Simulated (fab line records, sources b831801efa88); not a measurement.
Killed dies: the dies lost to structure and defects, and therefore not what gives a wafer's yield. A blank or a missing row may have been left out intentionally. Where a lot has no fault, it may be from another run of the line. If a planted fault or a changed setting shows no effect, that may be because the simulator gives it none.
Matching of chambers ; flow gf180mcu ; GF_V2_CMP_26 on cmp-01 has 4 sister chambers
The step polishes, stops on SiO2, t overpolish 15 s, target thk 0 nm. 39 wafers are shown with their chamber, then 12 later ones without.

== WAFERS, EACH WITH ITS CHAMBER ==
wafer;chamber;motor-current-A (A);time-to-endpoint-s (s);overpolish-run-s (s)
L075.1;1;10.4;85.5;15.000
L075.2;0;9.8;85.1;15.010
L075.3;2;10.3;87.2;15.002
L075.4;3;10.0;85.6;14.996
L075.5;2;11.0;85.8;15.021
L075.6;1;10.7;86.9;15.005
L076.2;2;10.3;84.2;15.001
L076.3;3;9.9;85.3;15.001
L076.5;1;10.6;85.9;14.986
L077.1;3;10.2;85.8;15.016
L077.3;0;9.9;86.1;14.989
L077.5;2;10.1;87.2;14.998
L078.3;1;10.6;86.7;15.013
L078.5;0;10.0;82.2;14.987
L078.6;1;10.7;82.2;15.008
L082.1;3;10.8;80.9;14.988
L082.2;1;10.8;85.6;14.994
L082.5;0;9.5;83.2;15.013
L085.3;3;10.6;81.2;15.007
L085.5;1;11.7;80.8;14.989
L085.6;0;10.1;81.2;15.003
L086.1;0;10.1;86.1;15.004
L086.2;2;10.8;83.0;14.995
L086.4;1;10.7;85.0;14.984
L088.2;1;11.1;84.8;15.006
L088.3;0;10.0;85.6;14.996
L088.5;2;10.7;84.5;14.989
L089.1;1;10.5;80.5;15.007
L089.2;0;10.3;80.3;14.999
L089.3;2;11.0;82.0;15.005
L090.1;3;10.0;82.8;15.002
L090.3;2;10.6;83.6;14.996
L090.6;0;10.2;81.5;14.979
L090.2;1;10.7;85.8;15.002
L090.4;0;9.7;84.6;15.007
L090.5;3;10.2;84.3;15.016
L091.1;0;9.7;81.3;15.004
L091.2;1;10.6;83.1;15.000
L091.5;2;10.0;85.0;15.002

SIGNATURES (means of the wafers above)
reading;chamber 0;chamber 1;chamber 2;chamber 3;scatter within a chamber
motor-current-A;9.936;10.758;10.533;10.243;0.324
time-to-endpoint-s;83.382;84.400;84.722;83.700;2.09
overpolish-run-s;14.99918;14.99950;15.00100;15.00371;0.00973
Rule: a wafer's distance from a chamber is the root of the sum, over the readings, of the square of ((its reading less the chamber's mean) divided by the reading's scatter). The wafer belongs to the nearest chamber; if the next one is less than 2 further off, it can't be placed. The scatter is the square root of a quotient: the sum, over the shown wafers, of each reading's squared deviation from its chamber's mean, divided by wafers minus chambers.

== WAFERS WITHOUT THEIR CHAMBER ==
wafer;motor-current-A (A);time-to-endpoint-s (s);overpolish-run-s (s)
L091.3;10.2;77.7;15.002
L091.4;10.1;81.6;14.998
L091.6;11.1;81.7;14.994
L092.2;9.5;81.0;15.006
L092.4;10.7;80.5;14.992
L092.6;10.8;81.5;15.005
L094.2;11.0;82.4;14.995
L094.5;11.0;87.5;14.997
L094.6;10.2;83.2;15.009
L096.3;10.1;83.5;14.987
L096.4;10.0;82.8;15.005
L096.6;9.7;87.3;15.015

== WHICH CHAMBER EACH ONE RAN IN ==
wafer;from the rows above;in truth
L091.3;can't be placed: 0 or 3 or 2 or 1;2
L091.4;can't be placed: 0 or 3 or 2 or 1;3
L091.6;can't be placed: 1 or 2 or 3 or 0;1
L092.2;can't be placed: 0 or 3 or 2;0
L092.4;can't be placed: 1 or 2 or 3 or 0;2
L092.6;can't be placed: 1 or 2 or 3 or 0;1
L094.2;can't be placed: 1 or 2 or 3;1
L094.5;can't be placed: 1 or 2 or 3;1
L094.6;can't be placed: 3 or 0 or 2 or 1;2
L096.3;can't be placed: 0 or 3 or 2 or 1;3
L096.4;can't be placed: 0 or 3 or 2 or 1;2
L096.6;can't be placed: 0 or 3 or 2 or 1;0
0 of 12 placed correctly. Unplaceable from these rows: 12, with the true chamber sitting among the candidates in 12. Wrongly placed: 0.
